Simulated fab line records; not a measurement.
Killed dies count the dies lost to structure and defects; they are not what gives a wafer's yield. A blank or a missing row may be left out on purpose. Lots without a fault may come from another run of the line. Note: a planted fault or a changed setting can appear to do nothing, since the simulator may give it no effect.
The same fault as seen by 2 desks ; flow gf180mcu ; numbers are kept per desk, each desk with only its own; the story behind them comes last

## AT THE TOOL OWNER'S DESK: plasma_asher-01
The tool's own readings at GF_NSD_STRIP_11 (strips in O2/N2): means of the sampled wafers that have a number, for each lot that ran on this tool. The brackets show how far a lot's mean lies from the usual mean; more than 4 standard deviations puts the lot out of limits, marked OUT.
Columns: A = chamber_pressure_mTorr at GF_NSD_STRIP_11, usual 1499.8 mTorr; B = drypump_motor_current_A at GF_NSD_STRIP_11, usual 6.1 A; C = heater_power_w at GF_NSD_STRIP_11, usual 333 W; D = oes_product_au at GF_NSD_STRIP_11, usual 0.487 a.u.; E = strip_time_to_endpoint_s at GF_NSD_STRIP_11, usual 22.948 s
lot;first seen here;A;B;C;D;E
L654;day 14 05:38;1500.0;6.5;333;0.481;22.929
L656;day 15 01:13;1499.8;6.5;340;0.483;22.969
L657;day 15 17:10;1501.0;6.5;333;0.306 (-37) OUT;-
L668;day 19 06:06;1499.3;6.3;343;0.488;22.955
L669;day 20 00:06;1500.3;6.5;339;0.484;22.951
L672;day 20 14:44;1499.9;6.3;338;0.487;22.943
L673;day 21 04:17;1499.4;6.5;338;0.488;22.945
This desk finds L657 out of limits, L657 being first, at day 15 17:10 (oes_product_au at GF_NSD_STRIP_11). L654, L656, L668, L669, L672, L673: within limits.

## METROLOGY DESK
What the gauges read for every lot (on any tool): the sampled wafers with a number, averaged. The brackets show how far a lot's mean lies from the usual mean; more than 4 standard deviations puts the lot out of limits, marked OUT.
Columns: A = PSD_TW at GF_PSD_TW_MEAS_11, usual 3168; B = CONTACT_W_THK at GF_CONTACT_THK_MEAS_26, usual 282 nm
lot;first seen here;A;B
L652;day 14 19:29;3189;285
L653;day 14 22:35;3197;282
L654;day 15 03:41;3127;283
L656;day 15 22:48;3171;279
L657;day 16 15:04;29 (-99 or more) OUT;285
L658;day 16 19:23;3186;280
L659;day 17 00:22;3139;280
L668;day 20 06:03;3190;281
L669;day 21 00:41;3136;276
L670;day 21 08:02;3182;276
L672;day 21 14:17;3166;285
L673;day 22 04:05;3184;281
L674;day 22 07:32;3196;284
This desk's result: L657 out of limits, first on L657 (PSD_TW at GF_PSD_TW_MEAS_11), day 16 15:04. L652, L653, L654, L656, L658, L659, L668, L669, L670, L672, L673, L674: within limits.

## BROUGHT TOGETHER
The tool owner's desk had the chance to raise an alarm at day 15 17:10 on L657.
L657 would have let the metrology desk raise an alarm at day 16 15:04.
Of the lots named, all ran GF_NSD_STRIP_11 on plasma_asher-01.

## WHAT HAD BEEN PUT IN BY THE SIMULATOR
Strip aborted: plasma_asher-01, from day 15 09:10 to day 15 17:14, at GF_NSD_STRIP_11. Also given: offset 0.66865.
Struck lots among those shown: L657.
Hours from the fault's start to each desk's first reading out of limits: the tool owner's desk, 8; the metrology desk, 30.
